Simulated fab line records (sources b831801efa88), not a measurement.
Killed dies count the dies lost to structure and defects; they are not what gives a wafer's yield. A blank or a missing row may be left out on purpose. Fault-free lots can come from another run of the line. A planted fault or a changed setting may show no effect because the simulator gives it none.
fab line records	flow sfq_line
record: lots: 6	wafers: 18	last_day: 79
route steps=325 shown I2@104 M3@118 I3@133 M8@325
lots that met no fault: from a run of the same line without faults
start_h: hours from the record's first day to the start of the lot's first wafer shown	wait_h: hours elapsed since this lot's preceding step	" identical to the entry in the row above	L1.1+2: one row covering several wafers at once	- value missing, or start not given	* or withheld: withheld	< > ~ a bound
route shown NAME@n: NAME is a module with steps in the file, n the number in the route of the first one	usual: mean/standard deviation taken from wafers without a fault	same: alike in all rows	chamber/n: place in a boat	sites: the reading at each site	_std_site: their standard deviation	_edge_site: mean of outer sites minus mean of inner sites	radius_mm: for every site, how far away it sits from the centre of the wafer	mask NAME#n: copy n	behind: tool/chamber where the wafer was last shaped	hold: what put the lot on hold/how long, in hours/how the hold closed	device: the n, p or np transistor that did not switch	end of line: the same wafers' tests at the end of the route	a step without rows: its recipe alone	killed: dies that structure and defects cost at the first sort, which is not the same as the wafer's yield	map: per-die view of a wafer (x killed, . not killed, _ where there is no die)
set.NAME: the run value of the setting; set.NAME@STEP: its run value at that earlier step	model.NAME: the simulator's own value behind a step, which no gauge read
lots seen at some steps along the route; tables by step, rows by wafer
services: from which hour (start_h, from the record's first day; less than 0 if before it) a tool's chamber was out of use, for how many hours, and why
== steps ==
step: SFQ_TRILAYER_I2_CMP_CMP_064
recipe: material: SiO2	down_force_psi: 3	platen_rpm: 60	pad_velocity_m_s: 0.94248
step: SFQ_I2_BOW_MEAS_917
recipe: mode: bow
usual: I2_BOW: 4/8.4
lot.wafer	tool	chamber	start_h	wait_h	I2_BOW[um]
L751.1	film_metro-03	-	453.22	2.0	-9
L751.2	"	-	"	"	-9
L751.3	"	-	"	"	-1
L754.2	film_metro-03	-	479.91	1.0	25
L754.4	"	-	"	"	10
L754.6	"	-	"	"	13
L756.1	film_metro-01	-	504.16	2.5	1
L756.2	"	-	"	"	8
L756.3	"	-	"	"	3
L757.3	film_metro-01	-	507.20	1.0	3
L757.5	"	-	"	"	-8
L757.6	"	-	"	"	9
L760.2	film_metro-01	-	523.04	1.5	7
L760.3	"	-	"	"	13
L760.6	"	-	"	"	1
L766.1	film_metro-01	-	580.96	2.5	10
L766.4	"	-	"	"	-7
L766.6	"	-	"	"	6
step: SFQ_TRILAYER_I2_METRO_MEASURE_065
usual: thk_nm: 200.3/1.4
lot.wafer	tool	chamber	start_h	wait_h	thk_nm
L751.1	film_metro-03	-	453.34	0.1	200.0
L751.2	"	-	"	"	200.6
L751.3	"	-	"	"	200.6
L754.2	film_metro-03	-	480.21	0.3	202.4
L754.4	"	-	"	"	198.5
L754.6	"	-	"	"	199.3
L756.1	film_metro-01	-	504.28	0.1	201.8
L756.2	"	-	"	"	201.2
L756.3	"	-	"	"	199.8
L757.3	film_metro-01	-	507.68	0.5	200.2
L757.5	"	-	"	"	202.3
L757.6	"	-	"	"	202.0
L760.2	film_metro-01	-	523.34	0.3	201.2
L760.3	"	-	"	"	198.8
L760.6	"	-	"	"	197.4
L766.1	film_metro-01	-	581.08	0.1	198.7
L766.4	"	-	"	"	201.6
L766.6	"	-	"	"	199.0
step: SFQ_TRILAYER_I2_VIA_LITHO_COAT_072
recipe: resist: BARC	spin_rpm: 3000	resist_thk_nm: 62
step: SFQ_TRILAYER_I2_VIA_LITHO_COAT_067
recipe: resist: KrF	spin_rpm: 3000	resist_thk_nm: 650
step: SFQ_TRILAYER_I2_VIA_LITHO_SOFTBAKE_071
recipe: temp_c: withheld	time_s: withheld	resist: KrF
step: SFQ_TRILAYER_I2_VIA_LITHO_EXPOSE_068
recipe: mask_id: I2	na: 0.6	source_shape: conventional	sigma_outer: 0.65	target_cd_nm: 500	dose_mj: 21.3
step: SFQ_TRILAYER_I2_VIA_LITHO_PEB_070
recipe: peb_temp_c: 115	peb_time_s: 60	resist: KrF
step: SFQ_TRILAYER_I2_VIA_LITHO_DEVELOP_069
recipe: time_s: 60	resist: KrF
step: SFQ_I2_OVL_MEAS_918
usual: I2_OVL: -7/4.9
lot.wafer	tool	chamber	start_h	wait_h	I2_OVL[nm]
L751.1	overlay-02	-	565.97	0.1	-8
L751.2	"	-	"	"	-10
L751.3	"	-	"	"	-3
L754.2	overlay-01	-	587.58	0.1	-5
L754.4	"	-	"	"	-10
L754.6	"	-	"	"	-9
L756.1	overlay-02	-	607.87	0.1	-9
L756.2	"	-	"	"	-6
L756.3	"	-	"	"	-4
L757.3	overlay-02	-	610.28	0.1	5
L757.5	"	-	"	"	-8
L757.6	"	-	"	"	3
L760.2	overlay-01	-	623.48	0.1	-11
L760.3	"	-	"	"	-10
L760.6	"	-	"	"	-11
L766.1	overlay-02	-	684.97	0.1	-10
L766.4	"	-	"	"	-5
L766.6	"	-	"	"	-6
step: SFQ_TRILAYER_I2_VIA_BARC_OPEN_VIA_ETCH_096
recipe: mask_material: PR	chemistry: O2	target_depth_nm: 125	target: BARC	source_w: 500	bias_w: 80	pressure_mtorr: 30	time_s: 41.7
step: SFQ_TRILAYER_I2_VIA_ETCH_VIA_ETCH_070
recipe: target: SiO2	stop_on: Nb	mask_material: PR	taper_deg: 20	chemistry: CHF3	target_depth_nm: 260	source_w: 500	bias_w: 80	pressure_mtorr: 30	time_s: withheld
usual: bias_w: 80.04/0.23	drypump_motor_current_A: 5.9/0.38	oes_product_au: 0.855/0.0057
lot.wafer	tool	chamber	start_h	wait_h	bias_w	drypump_motor_current_A	oes_product_au
L751.1	rie_diel-04	0	566.05	0.0	79.83	5.7	0.855
L751.2	"	3	"	"	80.27	5.3	0.859
L751.3	"	2	"	"	79.88	6.0	0.846
L754.2	rie_diel-04	3	587.65	0.0	80.24	5.3	0.853
L754.4	"	2	"	"	80.16	6.0	0.856
L754.6	"	2	"	"	79.60	6.0	0.856
L756.1	rie_diel-02	3	607.95	0.0	80.05	5.8	0.854
L756.2	"	2	"	"	80.20	5.8	0.858
L756.3	"	1	"	"	80.19	5.4	0.856
L757.3	rie_diel-04	2	610.35	0.0	80.12	6.0	0.856
L757.5	"	3	"	"	80.09	5.3	0.858
L757.6	"	2	"	"	80.10	6.0	0.858
L760.2	rie_diel-01	2	623.55	0.0	80.14	5.8	0.860
L760.3	"	1	"	"	80.02	5.8	0.852
L760.6	"	0	"	"	80.05	5.6	0.849
L766.1	rie_diel-04	3	685.05	0.0	79.86	5.3	0.843
L766.4	"	0	"	"	79.97	5.7	0.862
L766.6	"	1	"	"	80.06	6.6	0.857
step: SFQ_TRILAYER_I2_VIA_STRIP_STRIP_071
recipe: gas: O2	power_w: 200	platen_temp_c: 40	overash_fraction: 0.65	chemistry: O2	pressure_mtorr: 50
usual: chamber_pressure_mTorr: 50.00/0.044	drypump_motor_current_A: 5.3/0.38	oes_product_au: 1.004/0.01
lot.wafer	tool	chamber	start_h	wait_h	chamber_pressure_mTorr	drypump_motor_current_A	oes_product_au	rf_hours_counter_h	model.KrF_of_TRILAYER_I2_VIA_LITHO_COAT_067.thk_nm	model.BARC_of_TRILAYER_I2_VIA_LITHO_COAT_072.thk_nm
L751.1	rie_metal-04	0	566.16	-	49.96	5.1	1.001	22	0	0
L751.2	"	1	"	"	49.94	4.9	0.993	50	0	0
L751.3	"	1	"	"	49.94	4.9	1.002	-	0	0
L754.2	rie_metal-04	0	587.76	-	50.04	5.1	1.021	27	0	0
L754.4	"	1	"	"	50.02	4.8	1.015	-	0	0
L754.6	"	0	"	"	50.01	5.1	1.024	-	0	0
L756.1	rie_metal-04	0	608.06	-	-	-	-	-	523.2	61.87
L756.2	"	1	"	"	-	-	-	-	530	61.8
L756.3	"	0	"	"	-	-	-	-	523.8	62.1
L757.3	rie_metal-01	0	610.66	-	-	-	-	-	532.4	62.03
L757.5	"	1	"	"	-	-	-	-	528.8	61.66
L757.6	"	0	"	"	-	-	-	-	528.4	61.9
L760.2	rie_metal-04	0	623.66	-	50.02	5.1	1.008	35	0	0
L760.3	"	1	"	"	50.03	4.8	0.992	-	0	0
L760.6	"	0	"	"	50.02	5.1	1.005	-	0	0
L766.1	rie_metal-02	0	685.16	-	49.94	5.8	1.002	128	0	0
L766.4	"	1	"	"	49.99	5.9	0.991	-	0	0
L766.6	"	1	"	"	50.03	5.9	0.996	-	0	0
step: SFQ_TRILAYER_I2_VIA_STRIP_SOLV_CLEAN_072
recipe: chemistry: NMP	temp_c: 70	time_s: 600
step: SFQ_TRILAYER_M3_DEP_PRE_CLEAN_074
recipe: gas: Ar	time_s: 22.5	bias_v: 250
step: SFQ_TRILAYER_M3_DEP_SPUTTER_073
recipe: material: Nb	base_pressure_pa: 1.33e-06	chamber_pressure_pa: 0.1333	substrate_temp_c: 20	resputter_cathode_voltage_v: 400	target_thk_nm: 200	power_w: 2000	time_s: 133.3
step: SFQ_M3_RS_MEAS_919
recipe: thk_meas_gauge: four-point-probe	reads: Nb_of_TRILAYER_M3_DEP_SPUTTER_073
usual: M3_NB_RS: 0.889/0.012
lot.wafer	tool	chamber	start_h	wait_h	M3_NB_RS[ohm/sq]
L751.1	film_metro-02	-	567.06	0.0	0.904
L751.2	"	-	"	"	0.919
L751.3	"	-	"	"	0.915
L754.2	film_metro-01	-	588.68	0.1	0.887
L754.4	"	-	"	"	0.895
L754.6	"	-	"	"	0.892
L756.1	film_metro-02	-	608.96	0.0	0.904
L756.2	"	-	"	"	0.897
L756.3	"	-	"	"	0.904
L757.3	film_metro-04	-	611.40	0.1	0.896
L757.5	"	-	"	"	0.882
L757.6	"	-	"	"	0.894
L760.2	film_metro-01	-	624.58	0.1	0.895
L760.3	"	-	"	"	0.891
L760.6	"	-	"	"	0.888
L766.1	film_metro-02	-	686.06	0.0	0.884
L766.4	"	-	"	"	0.886
L766.6	"	-	"	"	0.880
step: SFQ_TRILAYER_M3_LITHO_COAT_080
recipe: resist: BARC	spin_rpm: 3000	resist_thk_nm: 62
step: SFQ_TRILAYER_M3_LITHO_COAT_075
recipe: resist: KrF	spin_rpm: 3000	resist_thk_nm: 600
step: SFQ_TRILAYER_M3_LITHO_SOFTBAKE_079
recipe: temp_c: withheld	time_s: withheld	resist: KrF
step: SFQ_TRILAYER_M3_LITHO_EXPOSE_076
recipe: mask_id: M3	na: 0.6	source_shape: conventional	sigma_outer: 0.65	target_cd_nm: 500	dose_mj: 14.4
step: SFQ_TRILAYER_M3_LITHO_PEB_078
recipe: peb_temp_c: 115	peb_time_s: 60	resist: KrF
step: SFQ_TRILAYER_M3_LITHO_DEVELOP_077
recipe: time_s: 60	resist: KrF
step: SFQ_M3_OVL_MEAS_921
usual: M3_OVL: -1/4.1
lot.wafer	tool	chamber	start_h	wait_h	M3_OVL[nm]
L751.1	overlay-02	-	669.37	0.1	-1
L751.2	"	-	"	"	1
L751.3	"	-	"	"	-5
L754.2	overlay-02	-	692.18	0.1	-1
L754.4	"	-	"	"	-3
L754.6	"	-	"	"	-2
L756.1	overlay-01	-	707.77	0.1	-2
L756.2	"	-	"	"	-3
L756.3	"	-	"	"	-2
L757.3	overlay-01	-	710.18	0.1	2
L757.5	"	-	"	"	6
L757.6	"	-	"	"	3
L760.2	overlay-01	-	722.18	0.1	2
L760.3	"	-	"	"	3
L760.6	"	-	"	"	-1
L766.1	overlay-01	-	779.67	0.1	0
L766.4	"	-	"	"	1
L766.6	"	-	"	"	4
step: SFQ_TRILAYER_M3_BARC_OPEN_METAL_ETCH_100
recipe: mask_material: PR	chemistry: O2	target_depth_nm: 125	target: BARC	icp_w: 600	bias_w: 80	pressure_mtorr: 10	time_s: 41.7
usual: bias_w: 80.00/0.24	drypump_motor_current_A: 5.19/0.17	oes_product_au: 0.685/0.0049
lot.wafer	tool	chamber	start_h	wait_h	bias_w	drypump_motor_current_A	oes_product_au	rf_hours_counter_h
L751.1	rie_metal-01	1	669.41	0.0	80.02	5.17	0.686	60
L751.2	"	0	"	"	79.77	5.04	0.685	88
L751.3	"	0	"	"	80.15	5.05	0.677	-
L754.2	rie_metal-04	0	692.21	0.0	80.31	5.08	0.684	48
L754.4	"	0	"	"	80.08	5.06	0.698	-
L754.6	"	1	"	"	80.18	4.84	0.688	-
L756.1	rie_metal-03	1	707.81	0.0	79.49	5.42	0.672	33
L756.2	"	0	"	"	79.89	5.32	0.686	42
L756.3	"	0	"	"	80.18	5.31	0.680	-
L757.3	rie_metal-03	1	710.23	0.0	79.81	5.42	0.687	-
L757.5	"	1	"	"	79.75	5.41	0.692	-
L757.6	"	0	"	"	79.92	5.28	0.689	-
L760.2	rie_metal-04	1	722.21	0.0	79.54	4.85	0.681	82
L760.3	"	0	"	"	80.15	5.07	0.685	-
L760.6	"	1	"	"	79.78	4.85	0.685	-
L766.1	rie_metal-01	0	779.71	0.0	79.78	5.06	0.684	109
L766.4	"	0	"	"	80.19	5.08	0.683	-
L766.6	"	0	"	"	79.86	5.06	0.684	-
step: SFQ_TRILAYER_M3_ETCH_METAL_ETCH_078
recipe: target: Nb	stop_on: SiO2	mask_material: PR	chemistry: Cl2/Ar	target_depth_nm: 240	icp_w: 600	bias_w: 80	pressure_mtorr: 10	time_s: 120
step: SFQ_TRILAYER_M3_STRIP_STRIP_079
recipe: gas: O2	power_w: 200	platen_temp_c: 40	overash_fraction: 0.65	chemistry: O2	pressure_mtorr: 50
step: SFQ_TRILAYER_M3_STRIP_SOLV_CLEAN_080
recipe: chemistry: NMP	temp_c: 70	time_s: 600
step: SFQ_TRILAYER_I3_DEP_PECVD_081
recipe: material: SiO2	temp_c: 150	time_s: 111.11	pressure_torr: 2.4	rf_w: 183.3	precursor: SiH4/N2O	target_thk_nm: 500
usual: heater_power_outer_w: 32/8.6	heater_power_w: 85/15	showerhead_vpp_V: 851/38	throttle_valve_pct: 24.8/1.2
lot.wafer	tool	chamber	start_h	wait_h	heater_power_outer_w	heater_power_w	showerhead_vpp_V	throttle_valve_pct
L751.1	pecvd-02	2	670.37	0.0	25	70	843	23.7
L751.2	"	0	"	"	28	82	921	23.0
L751.3	"	1	"	"	21	59	853	22.7
L754.2	pecvd-03	2	693.17	0.0	33	91	934	25.6
L754.4	"	0	"	"	24	85	856	23.6
L754.6	"	1	"	"	26	82	855	25.8
L756.1	pecvd-03	0	708.77	0.0	36	103	869	23.6
L756.2	"	1	"	"	28	86	862	26.0
L756.3	"	2	"	"	45	103	918	25.9
L757.3	pecvd-04	0	711.17	0.0	29	80	808	26.1
L757.5	"	2	"	"	26	69	824	24.8
L757.6	"	0	"	"	30	84	807	26.2
L760.2	pecvd-04	0	723.17	0.0	22	72	829	26.1
L760.3	"	2	"	"	31	77	835	24.7
L760.6	"	1	"	"	48	109	800	24.4
L766.1	pecvd-03	0	780.67	0.0	36	101	860	23.7
L766.4	"	0	"	"	24	84	845	23.7
L766.6	"	2	"	"	39	95	917	25.8
step: SFQ_TRILAYER_I3_CMP_CMP_082
recipe: material: SiO2	down_force_psi: 3	platen_rpm: 60	pad_velocity_m_s: 0.94248
usual: motor_current_A: 10.0/0.53	platen_rpm: 60.01/0.037	time_to_endpoint_s: 217/9.3
lot.wafer	tool	chamber	start_h	wait_h	motor_current_A	platen_rpm	time_to_endpoint_s
L751.2	cmp-02	1	701.78	31.4	10.1	60.02	221
L751.3	"	2	"	"	9.3	60.00	215
L751.1	"	3	"	"	10.3	60.01	210
L754.4	cmp-02	3	731.78	38.5	10.1	59.93	207
L754.2	"	1	732.78	39.6	10.1	60.00	223
L754.6	"	2	"	"	9.4	60.01	215
L756.1	cmp-01	0	755.57	46.8	9.3	60.03	217
L756.3	"	1	"	"	10.4	60.00	202
L756.2	"	3	757.07	48.3	10.8	59.99	210
L757.3	cmp-01	3	760.07	48.9	11.4	60.04	219
L757.5	"	0	"	"	9.5	59.97	238
L757.6	"	1	"	"	10.2	59.93	211
L760.3	cmp-02	0	774.78	51.6	9.5	60.04	207
L760.2	"	1	"	"	10.2	59.97	220
L760.6	"	0	776.78	53.5	9.4	59.97	209
L766.4	cmp-02	1	837.51	56.8	10.1	60.00	231
L766.1	"	2	"	"	9.5	60.00	212
L766.6	"	2	840.01	59.3	9.2	60.06	215
step: SFQ_I3_BOW_MEAS_922
recipe: mode: bow
usual: I3_BOW: 6/9.1
lot.wafer	tool	chamber	start_h	wait_h	I3_BOW[um]
L751.1	film_metro-02	-	704.28	1.0	-5
L751.2	"	-	"	"	-5
L751.3	"	-	"	"	3
L754.2	film_metro-03	-	734.30	1.0	27
L754.4	"	-	"	"	13
L754.6	"	-	"	"	14
L756.1	film_metro-02	-	758.57	2.5	-3
L756.2	"	-	"	"	5
L756.3	"	-	"	"	-1
L757.3	film_metro-04	-	761.61	1.0	-2
L757.5	"	-	"	"	-14
L757.6	"	-	"	"	3
L760.2	film_metro-02	-	777.30	1.5	7
L760.3	"	-	"	"	14
L760.6	"	-	"	"	1
L766.1	film_metro-02	-	840.51	2.0	11
L766.4	"	-	"	"	-5
L766.6	"	-	"	"	8
step: SFQ_TRILAYER_I3_METRO_MEASURE_083
step: SFQ_TRILAYER_I3_VIA_LITHO_COAT_090
recipe: resist: BARC	spin_rpm: 3000	resist_thk_nm: 62
step: SFQ_TRILAYER_I3_VIA_LITHO_COAT_085
recipe: resist: KrF	spin_rpm: 3000	resist_thk_nm: 650
step: SFQ_TRILAYER_I3_VIA_LITHO_SOFTBAKE_089
recipe: temp_c: withheld	time_s: withheld	resist: KrF
step: SFQ_TRILAYER_I3_VIA_LITHO_EXPOSE_086
recipe: mask_id: I3	na: 0.6	source_shape: conventional	sigma_outer: 0.65	target_cd_nm: 500	dose_mj: 21.3
step: SFQ_TRILAYER_I3_VIA_LITHO_PEB_088
recipe: peb_temp_c: 115	peb_time_s: 60	resist: KrF
step: SFQ_TRILAYER_I3_VIA_LITHO_DEVELOP_087
recipe: time_s: 60	resist: KrF
step: SFQ_I3_OVL_MEAS_923
usual: I3_OVL: -1/5.8
lot.wafer	tool	chamber	start_h	wait_h	I3_OVL[nm]
L751.1	overlay-01	-	791.67	0.1	-1
L751.2	"	-	"	"	2
L751.3	"	-	"	"	-2
L754.2	overlay-01	-	813.28	0.1	-7
L754.4	"	-	"	"	-7
L754.6	"	-	"	"	-8
L756.1	overlay-01	-	835.62	0.1	-5
L756.2	"	-	"	"	-13
L756.3	"	-	"	"	0
L757.3	overlay-01	-	838.03	0.1	1
L757.5	"	-	"	"	4
L757.6	"	-	"	"	7
L760.2	overlay-02	-	856.03	0.1	-2
L760.3	"	-	"	"	-9
L760.6	"	-	"	"	-7
L766.1	overlay-01	-	914.82	0.1	-1
L766.4	"	-	"	"	-7
L766.6	"	-	"	"	-7
step: SFQ_TRILAYER_I3_VIA_BARC_OPEN_VIA_ETCH_121
recipe: mask_material: PR	chemistry: O2	target_depth_nm: 125	target: BARC	source_w: 500	bias_w: 80	pressure_mtorr: 30	time_s: 41.7
step: SFQ_TRILAYER_I3_VIA_ETCH_VIA_ETCH_088
recipe: target: SiO2	stop_on: Nb	mask_material: PR	taper_deg: 20	chemistry: CHF3	target_depth_nm: 260	source_w: 500	bias_w: 80	pressure_mtorr: 30	time_s: withheld
step: SFQ_M8_BOW_MEAS_951
recipe: mode: bow
usual: M8_BOW: 12/12
lot.wafer	tool	chamber	start_h	wait_h	M8_BOW[um]	model.etest.m3.ohm_sq	model.etest.m3.ohm_um	model.etest.i3.link_ohm	model.etest.i2.link_ohm
L751.1	film_metro-03	-	1844.72	0.0	-4	0.907	1.803	1.99	1.986
L751.2	"	-	"	"	-4	0.9201	1.831	2.025	2.003
L751.3	"	-	"	"	3	0.9148	1.819	2.017	2.009
L754.2	film_metro-01	-	1861.04	0.0	36	0.8857	1.772	1.933	1.963
L754.4	"	-	"	"	21	0.8935	1.781	1.952	1.966
L754.6	"	-	"	"	22	0.888	1.789	1.953	1.967
L756.1	film_metro-03	-	1876.62	0.0	-7	1e+06	1e+06	1e+06	1e+06
L756.2	"	-	"	"	1	1e+06	1e+06	1e+06	1e+06
L756.3	"	-	"	"	-4	1e+06	1e+06	1e+06	1e+06
L757.3	film_metro-01	-	1879.06	0.0	-6	1e+06	1e+06	1e+06	1e+06
L757.5	"	-	"	"	-18	1e+06	1e+06	1e+06	1e+06
L757.6	"	-	"	"	-2	1e+06	1e+06	1e+06	1e+06
L760.2	film_metro-01	-	1886.24	0.0	26	0.8945	1.795	1.971	1.974
L760.3	"	-	"	"	31	0.8891	1.766	1.975	1.968
L760.6	"	-	"	"	19	0.8877	1.784	1.955	1.958
L766.1	film_metro-03	-	1903.02	0.0	26	0.8863	1.764	1.98	1.98
L766.4	"	-	"	"	10	0.8875	1.764	1.95	1.965
L766.6	"	-	"	"	22	0.8813	1.752	1.939	1.959
== services ==
tool	chamber	start_h	hours	kind
cmp-02	-	430.81	2.8	repair
rie_diel-04	0	437.32	11.5	repair
cmp-02	-	466.61	4.3	pm
rie_metal-04	-	477.13	2.8	pm
rie_metal-04	-	485.14	14.6	pm
film_metro-01	-	485.22	0.4	pm
film_metro-01	-	496.26	2.4	pm
cmp-02	-	531.09	1.5	repair
cmp-02	-	537.23	1.7	repair
rie_diel-04	0	544.16	1.6	repair
rie_diel-04	-	558.42	0.5	repair
cmp-02	-	592.96	5.1	pm
rie_diel-04	0	593.92	4.2	repair
rie_diel-04	1	615.99	23.8	repair
cmp-02	-	634.55	3.7	repair
film_metro-01	-	638.31	0.6	pm
film_metro-01	-	646.29	6.2	repair
film_metro-01	-	662.93	9.4	repair
cmp-02	-	721.42	0.4	repair
rie_diel-04	0	725.00	1.3	repair
film_metro-01	-	730.22	1.0	pm
film_metro-01	-	741.37	0.7	pm
rie_diel-04	-	742.44	0.2	repair
rie_metal-04	1	749.18	16.4	repair
== key ==
first_sign: step: SFQ_TRILAYER_I2_VIA_STRIP_STRIP_071	reading: tool_record	direction: missing
effect none on later readings
model_effect: step: SFQ_TRILAYER_I2_VIA_STRIP_STRIP_071	value: KrF_of_TRILAYER_I2_VIA_LITHO_COAT_067.thk_nm	without: 0	struck: 527.8
model_effect: step: SFQ_M8_BOW_MEAS_951	value: etest.m3.ohm_sq	without: 0.8962	struck: 1e+06
met_at SFQ_TRILAYER_I2_VIA_STRIP_STRIP_071
struck_wafers L756.1,L756.2,L756.3,L757.3,L757.5,L757.6
onset_between 587.76 608.06
fault: kind: skipped_step_whole	tool: rie_metal-01,rie_metal-04	chamber: -	onset_h: 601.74	steps: SFQ_TRILAYER_I2_VIA_STRIP_STRIP_071	scope: struck_lots_only
